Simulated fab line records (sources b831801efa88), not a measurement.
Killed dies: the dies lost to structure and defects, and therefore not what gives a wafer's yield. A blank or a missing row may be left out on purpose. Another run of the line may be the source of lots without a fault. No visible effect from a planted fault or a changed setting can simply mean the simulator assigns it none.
Matching of chambers ; flow gf180mcu ; GF_V4_CMP_04 on cmp-02 has 4 sister chambers
The step polishes SiO2. 4 wafers are shown with their chamber, then 12 later ones without.

== EACH WAFER AND ITS CHAMBER ==
wafer;chamber;motor_current_A (A)
L079.5;0;12.2
L089.6;2;10.5
L091.4;1;11.7
L091.6;3;9.2

== WAFERS WITHOUT THEIR CHAMBER ==
wafer;motor_current_A (A)
L094.3;9.4
L094.5;10.3
L094.6;9.3
L095.1;9.8
L095.3;12.4
L095.6;9.3
L096.2;10.6
L096.3;12.2
L096.5;11.2
L097.1;12.1
L097.5;10.2
L097.6;8.8

== CHAMBER TAKEN BY EACH ==
wafer;from the rows above;in truth
L094.3;3;3
L094.5;2;2
L094.6;3;3
L095.1;can't be placed: 3 or 2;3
L095.3;can't be placed: 0 or 1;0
L095.6;3;3
L096.2;2;2
L096.3;can't be placed: 0 or 1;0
L096.5;can't be placed: 1 or 2 or 0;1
L097.1;can't be placed: 0 or 1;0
L097.5;2;2
L097.6;3;3
7 of 12 placed correctly. Cannot be placed on the basis of these rows: 5; the candidates contain the true chamber in 5. Placed wrongly: 0.
How it was worked out, from the rows above alone: a wafer's distance from a chamber is the root of the sum, over the readings, of the square of ((its reading less the chamber's mean) divided by the reading's scatter). The wafer belongs to the nearest chamber; if the next one is less than 2 further off, it can't be placed. For every chamber, the mean is computed from those of its wafers that are shown. The scatter: root of mean squared gap, hidden wafer to nearest shown wafer, with one shown wafer a chamber.
